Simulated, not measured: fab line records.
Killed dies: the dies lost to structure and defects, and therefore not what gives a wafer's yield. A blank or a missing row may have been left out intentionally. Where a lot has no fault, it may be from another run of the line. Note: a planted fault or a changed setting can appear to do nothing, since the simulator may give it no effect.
Problem report in the 8D (eight disciplines) form, filled by code | flow gf180mcu | the parts of the form that need people (team, actions taken, sign-off) are left out

## 1. THE PROBLEM
Wafers free of any fault read 0.0697 ohm/sq (standard deviation 0.00077) for M2_ALCU_RS at GF_M2_RS_MEAS_05, against a mean of 0.0547 ohm/sq on 6 wafers of 2 lots. That puts it -19 standard deviations away from the usual mean.
The step: measures by four-point-probe.
First observed at day 22 13:29: wafer L656.4, on film_metro-04. The record has a number at this step for 33 wafers belonging to 11 lots. Rule for "out" (also "out of limits"): further than 4 standard deviations from the usual mean. The rest of the wafers with a number are treated as sound.

## 2. WHAT IT IS; WHAT IT IS NOT
question                    | is                           | is not
which readings at this step | M2_ALCU_RS                   | -
which lots                  | L656, L657                   | L646, L648, L658, L659, L663, L666, L667, L668, L669
which wafers of those lots  | all that have a number       | -
read on which gauges        | film_metro-02, film_metro-04 | film_metro-01
when                        | from day 22 13:29            | up to then (6 sound wafers); but 21 sound wafers of L658, L659, L663, L666, L667, L668, L669 came after

## 3. WHAT RULES OUT EACH SUSPECT
Counting: a tool at any process step up to the reading remains a suspect when it ran all the lots that are out and ran no sound lot after the first of those.
- the gauge at GF_M2_RS_MEAS_05 is ruled out. Those wafers that are out were read across 2 gauges (film_metro-02, film_metro-04).
- pvd_sputter-02 at GF_M2_SPUTTER_02 (material AlCu, target thk 450 nm, time 23.9 s): ruled out as a lasting fault. After its first lot that is out, L656 (day 22 13:20), sound lots L668, L669 ran on it.
- pvd_sputter-02 at GF_M2_SPUTTER_04 (material TiN, target thk 50 nm, time 42.74 s): ruled out as a lasting fault. After its first lot that is out, L656 (day 22 13:23), sound lots L668, L669 ran on it.
Left after counting: nothing in the record.

## 4. THE CAUSE (what the simulator had put in)
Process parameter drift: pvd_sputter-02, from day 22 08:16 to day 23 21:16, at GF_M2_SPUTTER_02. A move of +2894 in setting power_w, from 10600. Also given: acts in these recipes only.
Counting ruled it out, wrongly: the rule takes a fault to strike every lot that its tool runs from its start on, and this one did not.

## 5. SEQUENCE OF EFFECTS, ordered by route
Each row: a reading whose mean over the struck wafers that have a number lies more than 3 standard deviations from the usual. Only readings for which the record gives a usual standard deviation are gone through. hours: the time from each lot's start at the first step in this table that gives one to its start at this step, as a median over the lots. sigmas: the change in usual standard deviations.
hours | step                | reading            | usual         | on struck wafers | change  | sigmas
0     | GF_M2_SPUTTER_02    | cathode_dc_power_W | 10600 W       | 13495            | +2895   | +99 or more
0     | GF_M2_RS_MEAS_05    | M2_ALCU_RS         | 0.0697 ohm/sq | 0.0547           | -0.0150 | -19
0     | GF_M2_THK_MEAS_06   | M2_ALCU_THK        | 450 nm        | 572              | +122    | +22
24    | GF_M2_METAL_ETCH_16 | oes_product_au     | 0.973 a.u.    | 0.997            | +0.024  | +3.8
Process steps it contains:
- GF_M2_SPUTTER_02: material AlCu, target thk 450 nm, time 23.9 s.
- GF_M2_METAL_ETCH_16: etches the open film in Cl2/BCl3, stops on SiO2, target depth 627.5 nm, time 104.6 s.

## 6. WHAT WOULD HAVE CAUGHT IT SOONER
In this record the first reading out of limits at a measuring or inspecting step was taken at day 22 13:29, 5 hours after the fault began at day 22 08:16.
Tool's own readings at GF_M2_SPUTTER_02, cathode_dc_power_W: out on all struck wafers the step has rows for; an alarm limit on them would have tripped on the first.
